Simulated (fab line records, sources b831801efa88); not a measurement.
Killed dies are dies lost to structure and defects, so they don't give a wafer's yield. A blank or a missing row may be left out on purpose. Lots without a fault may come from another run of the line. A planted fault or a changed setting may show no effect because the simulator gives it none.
Which tool did it? | flow sky130 | 7 lots, 21 wafers sampled, at 4 steps of a route of 708

WHAT THE GAUGES READ, wafer by wafer
SKY_VIA4_THK_MEAS_01.
lot  | measured     | on            | VIA4_HDPCVD_THK (nm)
L439 | day 42 10:22 | film_metro-01 | 1772 1756 1763
L441 | day 43 07:08 | film_metro-04 | 1750 1766 1782
L443 | day 43 14:02 | film_metro-02 | 1747 1763 1727
L445 | day 44 01:47 | film_metro-01 | 1747 1749 1748
L448 | day 45 04:57 | film_metro-04 | 1743 1742 1730
L456 | day 46 21:15 | film_metro-01 | 1756 1742 1753
L460 | day 48 03:12 | film_metro-02 | 1739 1727 1744

WHICH TOOL RAN EACH LOT (tool, then ch and the chambers of the sampled wafers, then the start)
lot  | SKY_FIELD_ISO_OXIDATION_01   | SKY_METAL4_SPUTTER_00        | SKY_METAL4_SPUTTER_04
L439 | furnace-01 ch 0, day 1 16:05 | pvd_sputter-04, day 40 08:17 | pvd_sputter-04, day 40 08:23
L441 | furnace-02 ch 0, day 2 01:07 | pvd_sputter-03, day 41 06:19 | pvd_sputter-03, day 41 06:26
L443 | furnace-02 ch 0, day 2 11:07 | pvd_sputter-04, day 41 12:47 | pvd_sputter-04, day 41 12:53
L445 | furnace-01 ch 0, day 2 21:32 | pvd_sputter-04, day 42 01:02 | pvd_sputter-04, day 42 01:08
L448 | furnace-01 ch 0, day 3 12:07 | pvd_sputter-04, day 43 06:22 | pvd_sputter-04, day 43 06:28
L456 | furnace-02 ch 0, day 5 05:14 | pvd_sputter-04, day 44 23:36 | pvd_sputter-04, day 44 23:42
L460 | furnace-01 ch 0, day 6 00:41 | pvd_sputter-03, day 46 09:05 | pvd_sputter-03, day 46 09:12
- SKY_FIELD_ISO_OXIDATION_01: stabilise 600 s, purge 300 s, target thk 12 nm.
- SKY_METAL4_SPUTTER_00: material Ti, target thk 15 nm, time 10 s.
- SKY_METAL4_SPUTTER_04: material TiN, target thk 70 nm, time 58.3 s.

THE ANSWER, worked out from the rows above alone
Rule: what is usual is taken from the lots themselves. Put in order of their means at a reading, lots are off if they are a third of the lots or fewer, leave a main group of 4 or more, and stand apart from it by a gap of 3 or more times the standard deviation of the main group's means; of several such gaps the widest counts. A main group whose means are all the same, to the digits that the tables above print for the reading, isn't used. A lot without any number at a reading at which 4 lots or more have one is off too. The other lots that the step has rows for count as sound.
No lot is off at any reading shown: from this, nothing can be told.

WHAT THE SIMULATOR HAD PUT IN
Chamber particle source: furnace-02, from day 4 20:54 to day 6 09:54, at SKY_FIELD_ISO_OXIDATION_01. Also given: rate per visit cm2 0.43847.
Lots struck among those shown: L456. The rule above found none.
